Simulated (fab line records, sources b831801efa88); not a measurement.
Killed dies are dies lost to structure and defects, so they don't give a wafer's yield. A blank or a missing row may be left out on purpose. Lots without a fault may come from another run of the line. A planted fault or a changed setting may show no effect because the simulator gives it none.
One fault seen from 2 desks | flow gf180mcu | each desk has only its own numbers; what lay behind them comes last

THE TOOL OWNER'S DESK: cvd_w-02
The tool's own readings at GF_V3_CVD_23 (deposits W, target thk 350 nm, time 104.9 s): means of the sampled wafers that have a number, for each lot that ran on this tool. A lot is out of limits, marked OUT, if its mean lies more than 4 standard deviations from the usual mean; the brackets give that distance.
Columns: A = chamber_pressure_Torr at GF_V3_CVD_23, usual 39.98 Torr; B = heater_power_w at GF_V3_CVD_23, usual 841 W
lot  | first seen here | A               | B
L469 | day 22 17:44    | 39.85           | 827
L470 | day 23 03:58    | 39.90           | 846
L472 | day 23 18:37    | 40.00           | 843
L475 | day 24 19:43    | 40.04           | 826
L487 | day 28 15:13    | 44.85 (+57) OUT | 851
L488 | day 29 00:25    | 44.93 (+58) OUT | 874
This desk's finding: out of limits on L487, L488; first on L487, day 28 15:13 (chamber_pressure_Torr at GF_V3_CVD_23). In limits: L469, L470, L472, L475.

THE METROLOGY DESK
What the gauges read, lot by lot, whatever tool the lot ran on: means of the sampled wafers that have a number. A lot is out of limits, marked OUT, if its mean lies more than 4 standard deviations from the usual mean; the brackets give that distance.
Columns: A = cd_nm at GF_V2_CD_MEAS_14, usual 259.8 nm; B = cd_nm at GF_M3_CD_MEAS_14, usual 280.0 nm; C = V3_W_RS at GF_V3_RS_MEAS_24, usual 0.329 ohm/sq; D = V3_W_THK at GF_V3_THK_MEAS_25, usual 342 nm
lot  | first seen here | A     | B     | C                | D
L469 | day 20 14:32    | 259.8 | 281.1 | 0.327            | 343
L470 | day 21 00:53    | 258.0 | 279.9 | 0.329            | 347
L471 | day 21 03:29    | 260.4 | 280.2 | 0.327            | 351
L472 | day 21 16:42    | 258.7 | 278.9 | 0.330            | 348
L475 | day 22 19:07    | 260.1 | 279.5 | 0.332            | 339
L478 | day 23 22:40    | 259.3 | 282.5 | 0.329            | 339
L482 | day 25 09:51    | 260.9 | 280.1 | 0.322            | 347
L487 | day 26 19:52    | 259.0 | 280.9 | 0.310 (-4.7) OUT | 369 (+5.4) OUT
L488 | day 27 04:35    | 259.8 | 281.1 | 0.314            | 355
L489 | day 27 11:52    | 259.7 | 278.5 | 0.330            | 339
L490 | day 27 21:46    | 258.7 | 280.3 | 0.326            | 342
L491 | day 28 00:52    | 259.7 | 283.2 | 0.325            | 343
This desk's finding: out of limits on L487; first on L487, day 28 15:21 (V3_W_RS at GF_V3_RS_MEAS_24). In limits: L469, L470, L471, L472, L475, L478, L482, L488, L489, L490, L491.

PUT TOGETHER
The tool owner's desk could have raised an alarm at day 28 15:13, on L487, L488.
The metrology desk could have raised an alarm at day 28 15:21, on L487.
The metrology desk has L488 on record, within its limits.
Of the lots named, all ran GF_V3_CVD_23 on cvd_w-02.

WHAT THE SIMULATOR HAD PUT IN
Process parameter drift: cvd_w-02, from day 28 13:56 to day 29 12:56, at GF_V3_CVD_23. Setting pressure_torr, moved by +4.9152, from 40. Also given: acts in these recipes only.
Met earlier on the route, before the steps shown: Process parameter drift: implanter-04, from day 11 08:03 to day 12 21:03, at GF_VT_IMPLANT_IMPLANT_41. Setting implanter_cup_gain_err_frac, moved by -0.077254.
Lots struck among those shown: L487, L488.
Hours from the fault's start to each desk's first reading out of limits: the tool owner's desk, 1; the metrology desk, 1.
